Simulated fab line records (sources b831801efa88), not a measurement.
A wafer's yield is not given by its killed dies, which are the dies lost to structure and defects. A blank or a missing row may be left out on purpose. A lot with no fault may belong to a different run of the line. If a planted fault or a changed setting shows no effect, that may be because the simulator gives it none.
Struck lot and sound lot, side by side    flow sky130    15 steps out of a route of 708
Sound: the wafers L360.1, L360.2, L360.6. Struck: wafers L363.1, L363.2, L363.5. The cause is named last.
Per side, at each step with rows, come the tool, then ch with its chambers, and then its first start. Under that, the readings that differ: sound wafers    struck wafers    difference of the means    sigmas: that difference in standard deviations of wafers without a fault.
alike: a reading whose means differ by less than 2 such deviations, as well as words and numbers matching on both sides. not compared: withheld readings; readings where some wafer has no value; bounds like >300 that might hide an equal value; numbers whose values overlap and for which the record gives no deviation.
Wherever a step has rows on one side only, a row that says differs or no value, or a row with sigmas, the two part there. Numbers that have no deviation but don't overlap get no sigmas and don't part them. Lack of a reading on every wafer of one side parts them only where that side has two or more wafers.

first, 6 steps without rows for these wafers: SKY_DNWELL_COAT_02 (resist thk 3000 nm); SKY_DNWELL_SOFTBAKE_03; SKY_DNWELL_EXPOSE_04 (exposes mask DNM, target cd 3000 nm); SKY_DNWELL_PEB_05; SKY_DNWELL_DEVELOP_06 (develop time 60 s); SKY_DNWELL_IMPLANT_07.
SKY_DNWELL_STRIP_08: strips in O2/N2.
  sound on plasma asher-04 ch 0,1, day 5 00:51; struck on plasma asher-02 ch 0,1, day 5 15:28
  alike: drypump motor current A, oes product au, strip time to endpoint s
  not compared: rf hours counter h
SKY_DNWELL_TW_MEAS_09:
  sound on film metro-01, day 5 00:57; struck on film metro-01, day 5 15:34
  alike: DNWELL_TW
then, 4 steps without rows for these wafers: SKY_PWDE_DEHYDRATE_00 (time 60 s); SKY_PWDE_HMDS_01 (prime time 60 s); SKY_PWDE_COAT_02 (resist thk 3000 nm); SKY_PWDE_SOFTBAKE_03.
SKY_PWDE_EXPOSE_04: exposes mask PWDEM, target cd 840 nm.
  sound on iline stepper-02 ch 0, day 5 09:19; struck on iline stepper-02 ch 0, day 6 00:47
reading  sound                    struck                            difference  sigmas
mask     PWDEM#0 PWDEM#0 PWDEM#0  PWDEM_R1#0 PWDEM_R1#0 PWDEM_R1#0  differs     
  alike: stage vel mm s
next, for these wafers, 1 step has no rows: SKY_PWDE_PEB_05.
-- the record jumps here: 42 days lie between the struck wafers' starts before and after (it left off in module PWDE and takes up again in module PAD_OPEN, whose first step shown is number 708 of the route) --
SKY_PAD_OPEN_PROBE_99:
  sound on prober-02, day 47 20:03; struck on prober-01, day 48 11:20
reading                                    sound                         struck                         difference  sigmas
killed at front end                        10 18 9                       93 106 106                     +89         +20
killed dies                                84 91 75                      175 178 203                    +102        +11
model.etest.res_p_drift_20v.line ohm um    1.077e+04 1.07e+04 1.083e+04  1.049e+04 1.067e+04 1.041e+04  -2.433e+02  
model.etest.res_p_drift_20v.width nm (nm)  829 831.8 834                 966.4 968.7 966.7              +135.7      
  alike: killed_at_M0_to_M3, killed_at_M4_up, killed at contacts, killed open, killed short

## WHERE THEY PART
At SKY_PWDE_EXPOSE_04 first; at SKY_PAD_OPEN_PROBE_99 last (within this record only).

WHY: what the simulator had put in
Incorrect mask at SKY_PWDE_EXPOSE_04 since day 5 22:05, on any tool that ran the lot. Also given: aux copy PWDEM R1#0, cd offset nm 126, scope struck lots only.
